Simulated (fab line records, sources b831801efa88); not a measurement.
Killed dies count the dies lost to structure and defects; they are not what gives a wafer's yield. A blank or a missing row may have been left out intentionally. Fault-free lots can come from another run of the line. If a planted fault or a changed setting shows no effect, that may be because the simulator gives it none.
Comparing a struck lot with a sound one / flow sky130 / 21 out of 708 route steps
Sound: wafers L873.2, L873.5, L873.6. The struck wafers were L894.1, L894.3, L894.4. Last of all comes the cause.
Per side, at each step with rows, come the tool, then ch with its chambers, and then its first start. Under that, the readings that differ: sound wafers / struck wafers / difference of the means / sigmas: that difference in standard deviations of wafers without a fault.
alike: a reading whose means differ by less than 2 such deviations, as well as words and numbers matching on both sides. not compared: withheld readings; readings where some wafer has no value; bounds like >300 that might hide an equal value; numbers whose values overlap and for which the record gives no deviation.
Wherever a step has rows on one side only, a row that says differs or no value, or a row with sigmas, the two part there. Numbers that have no deviation but don't overlap get no sigmas and don't part them. A reading missing from all wafers of one side parts the sides only when that side holds two or more wafers.

first, 1 step without rows for these wafers: SKY_FIELD_ISO_CVD_24 (deposits SiO2, target thk 595 nm, time 99.2 s).
SKY_FIELD_ISO_THK_MEAS_25:
  sound: film-metro-02 at day 2 10:26; struck: film-metro-01 at day 6 22:25
  alike: FIELD_ISO_CVD_24_THK
then, 1 step without rows for these wafers: SKY_FIELD_ISO_ANNEAL_26 (time 1800 s).
SKY_FIELD_ISO_CMP_27: polishes, stops on Si3N4, t overpolish 16 s, target thk 457.8 nm.
  sound on cmp-02 ch 0,3, day 2 12:04; struck on cmp-01 ch 0,1,2, day 7 00:01
  alike: head-pressure-psi, motor-current-A, overpolish-run-s, time-to-endpoint-s
then, 5 steps without rows for these wafers: SKY_FIELD_ISO_WET_ETCH_28 (etches SiO2 in dHF, target depth 23.7 nm, time 47 s); SKY_FIELD_ISO_WET_ETCH_29 (etches Si3N4 in H3PO4, target depth 160 nm, time 1825 s); SKY_FIELD_ISO_WET_ETCH_30 (etches SiO2 in dHF, target depth 25 nm, time 50 s); SKY_NWELL_CLEAN_00 (cleans in SC1/SC2, time 150 s); SKY_NWELL_OXIDATION_01 (stabilise 600 s, purge 300 s, target thk 10 nm).
SKY_NWELL_THK_MEAS_02:
  sound: film-metro-01 at day 2 14:58; struck: film-metro-01 at day 7 03:49
  alike: NWELL_OXIDATION_THK
then, 2 steps without rows for these wafers: SKY_DNWELL_DEHYDRATE_00 (time 60 s); SKY_DNWELL_HMDS_01 (prime time 60 s).
SKY_DNWELL_COAT_02: resist thk 2942 nm.
  sound on litho-track-04 ch 0, day 2 22:14; struck on litho-track-01 ch 0, day 7 13:19
reading=spin-speed-rpm (rpm); sound=1999.2 1999.4 1998.7; struck=1815.5 1815.4 1814.7; difference=-183.9; sigmas=-99 or more
reading=model.coat_of_DNWELL_COAT_02.thk-nm (nm); sound=2960 2949 2947; struck=3078 3089 3092; difference=+134; sigmas=
then, 3 steps without rows for these wafers: SKY_DNWELL_SOFTBAKE_03; SKY_DNWELL_EXPOSE_04 (exposes mask DNM, target cd 3000 nm); SKY_DNWELL_PEB_05.
SKY_DNWELL_DEVELOP_06: develop time 60 s.
  sound on litho-track-02 ch 0; struck on litho-track-01 ch 0
reading=model.coat_of_DNWELL_COAT_02.thk-nm (nm); sound=2956 2945 2942; struck=3074 3084 3088; difference=+134; sigmas=
then, 1 step without rows for these wafers: SKY_DNWELL_IMPLANT_07.
SKY_DNWELL_STRIP_08: strips in O2/N2.
  sound on plasma-asher-02 ch 0,1, day 3 05:47; struck on plasma-asher-02 ch 0,1, day 7 22:43
reading=strip-time-to-endpoint-s (s); sound=36.45 36.36 36.33; struck=37.78 37.91 37.96; difference=+1.50; sigmas=+16
  alike: chamber-pressure-mTorr, drypump-motor-current-A, oes-product-au
  not compared: rf-hours-counter-h
SKY_DNWELL_TW_MEAS_09:
  sound: film-metro-04 at day 3 05:53; struck: film-metro-04 at day 7 22:49
  alike: DNWELL_TW
-- the record jumps here: 43 days lie between the struck wafers' starts before and after (it left off in module DNWELL and takes up again in module PAD_OPEN, whose first step shown is number 708 of the route) --
SKY_PAD_OPEN_PROBE_99:
  sound: prober-01 at day 45 17:02; struck: prober-02 at day 50 11:20
reading=model.etest.res-deep-nwell.width-nm (nm); sound=3009 2996 3010; struck=2987 2969 2974; difference=-28; sigmas=
  alike: killed_at_M0_to_M3, killed_at_M4_up, killed-at-contacts, killed-at-front-end, killed-at-other, killed-dies, killed-open, killed-short

== WHERE THEY PART ==
Earliest at SKY_DNWELL_COAT_02; latest, in this record, at SKY_DNWELL_STRIP_08. Later steps at which nothing parts them and some readings are alike: SKY_DNWELL_TW_MEAS_09, SKY_PAD_OPEN_PROBE_99.

WHY: what had been put in by the simulator
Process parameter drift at SKY_DNWELL_COAT_02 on litho-track-01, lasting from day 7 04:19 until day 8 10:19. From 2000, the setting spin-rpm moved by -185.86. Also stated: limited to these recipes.
